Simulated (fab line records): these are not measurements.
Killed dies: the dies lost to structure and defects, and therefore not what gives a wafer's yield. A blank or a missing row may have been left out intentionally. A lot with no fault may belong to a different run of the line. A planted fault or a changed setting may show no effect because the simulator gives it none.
Which of the tools did it? + flow sky130 + Sampling: 15 lots, 45 wafers, 2 of 708 route steps

WHAT EACH GAUGE READ, for each wafer
The record holds no reading of a measuring or inspecting step that can be judged against a usual standard deviation.

EACH LOT AND THE TOOL THAT RAN IT (in order: tool; ch and the chambers of the sampled wafers; start)
| lot  | SKY_RES_PROTECT_COAT_02           | SKY_RES_PROTECT_STRIP_07             |
|------|-----------------------------------|--------------------------------------|
| L436 | litho-track-03 ch 0, day 14 06:33 | plasma-asher-03 ch 0, day 14 19:54   |
| L437 | litho-track-02 ch 0, day 14 15:00 | plasma-asher-03 ch 0,1, day 15 04:18 |
| L438 | litho-track-03 ch 0, day 15 09:34 | plasma-asher-01 ch 0,1, day 15 23:04 |
| L440 | litho-track-03 ch 0, day 15 21:09 | plasma-asher-01 ch 0,1, day 16 11:16 |
| L439 | litho-track-02 ch 0, day 15 21:27 | plasma-asher-02 ch 0,1, day 16 11:34 |
| L441 | litho-track-03 ch 0, day 16 05:07 | plasma-asher-01 ch 0,1, day 16 19:21 |
| L443 | litho-track-04 ch 0, day 16 19:29 | plasma-asher-01 ch 0,1, day 17 10:06 |
| L444 | litho-track-04 ch 0, day 17 08:26 | plasma-asher-02 ch 0,1, day 17 22:51 |
| L447 | litho-track-02 ch 0, day 18 14:51 | plasma-asher-01 ch 0,1, day 19 06:21 |
| L449 | litho-track-04 ch 0, day 19 00:16 | plasma-asher-02 ch 0,1, day 19 16:45 |
| L448 | litho-track-03 ch 0, day 19 00:22 | plasma-asher-03 ch 0,1, day 19 16:57 |
| L454 | litho-track-03 ch 0, day 20 14:06 | plasma-asher-03 ch 0,1, day 21 06:30 |
| L455 | litho-track-04 ch 0, day 21 08:19 | plasma-asher-01 ch 0,1, day 21 23:54 |
| L456 | litho-track-04 ch 0, day 21 18:07 | plasma-asher-02 ch 0,1, day 22 10:05 |
| L457 | litho-track-04 ch 0, day 22 04:19 | plasma-asher-01 ch 0,1, day 22 20:19 |
- SKY_RES_PROTECT_COAT_02: resist thk 1140 nm.
- SKY_RES_PROTECT_STRIP_07: strips in O2/N2.

AS READ BY THE TOOLS THEMSELVES (means over the sampled wafers that have a number; for cases with no such wafer, the mark the record gives instead)
SKY_RES_PROTECT_COAT_02.
| lot  | tool           | spin-speed-rpm (rpm) |
|------|----------------|----------------------|
| L436 | litho-track-03 | 2999.9               |
| L437 | litho-track-02 | 2999.4               |
| L438 | litho-track-03 | 3000.7               |
| L440 | litho-track-03 | 3000.7               |
| L439 | litho-track-02 | 2999.7               |
| L441 | litho-track-03 | 3000.1               |
| L443 | litho-track-04 | 2999.4               |
| L444 | litho-track-04 | 2999.7               |
| L447 | litho-track-02 | 2999.0               |
| L449 | litho-track-04 | 2998.3               |
| L448 | litho-track-03 | 2999.2               |
| L454 | litho-track-03 | 3001.9               |
| L455 | litho-track-04 | 2807.6               |
| L456 | litho-track-04 | 2805.8               |
| L457 | litho-track-04 | 2806.4               |

SKY_RES_PROTECT_STRIP_07.
| lot  | tool            | drypump-motor-current-A (A) | oes-product-au (a.u.) | strip-time-to-endpoint-s (s) |
|------|-----------------|-----------------------------|-----------------------|------------------------------|
| L436 | plasma-asher-03 | 6.3                         | 0.519                 | 23.30                        |
| L437 | plasma-asher-03 | 5.9                         | 0.519                 | 23.25                        |
| L438 | plasma-asher-01 | 5.4                         | 0.523                 | 23.31                        |
| L440 | plasma-asher-01 | 5.8                         | 0.516                 | 23.26                        |
| L439 | plasma-asher-02 | 5.6                         | 0.519                 | 23.25                        |
| L441 | plasma-asher-01 | 5.4                         | 0.519                 | 23.27                        |
| L443 | plasma-asher-01 | 5.4                         | 0.517                 | 23.37                        |
| L444 | plasma-asher-02 | 5.6                         | 0.520                 | 23.28                        |
| L447 | plasma-asher-01 | 5.3                         | 0.518                 | 23.26                        |
| L449 | plasma-asher-02 | 5.8                         | 0.521                 | 23.30                        |
| L448 | plasma-asher-03 | 5.9                         | 0.517                 | 23.23                        |
| L454 | plasma-asher-03 | 6.1                         | 0.516                 | 23.28                        |
| L455 | plasma-asher-01 | 5.4                         | 0.519                 | 23.65                        |
| L456 | plasma-asher-02 | 5.8                         | 0.526                 | 23.77                        |
| L457 | plasma-asher-01 | 5.4                         | 0.520                 | 23.68                        |

THE ANSWER, worked out from the rows above alone
Rule: what is usual is taken from the lots themselves. The widest of any qualifying gaps counts: lots, ordered by their means at a reading, are off when they make up no more than a third of the lots, leave a main group of 4 or more, and stand apart from it by 3 or more times the standard deviation of that group's means. A main group is skipped when, at the precision printed for the reading in the tables above, its means are all equal. Also off: a lot with no number at a reading for which 4 or more lots have one. Where the step has rows for the other lots, those lots are counted as sound. Order of review: gauges by route order, followed by the tools' own readings, for which a lot's mean as printed above is used. At the first step where some lot is off, the reading lying furthest off is the one used; lots without a number count as furthest.
Off at SKY_RES_PROTECT_COAT_02 (spin-speed-rpm): L455, L456, L457. The main group has a mean of 2999.8 rpm with a standard deviation of 0.9.
A tool fits if, at that step or a process step before it, it ran every lot that is off, and no sound lot after the first of them. One fits: SKY_RES_PROTECT_COAT_02 on litho-track-04. A fault onset in the window from L449 (day 19 00:16, its last sound lot) to L455 (day 21 08:19, its first lot off) fits.
The tool's own readings at SKY_RES_PROTECT_COAT_02 bear it out: on the lots that are off they differ by more than 5 times the standard deviation of the sound lots' means. spin-speed-rpm reads 2806.6 rpm there against 2999.8 rpm on the sound lots.

WHAT WAS PUT IN BY THE SIMULATOR
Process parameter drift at SKY_RES_PROTECT_COAT_02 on litho-track-04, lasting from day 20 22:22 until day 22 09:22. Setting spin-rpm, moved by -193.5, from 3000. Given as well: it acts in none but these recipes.
Lots struck among those shown: L455, L456, L457. The same result came from the rule above.
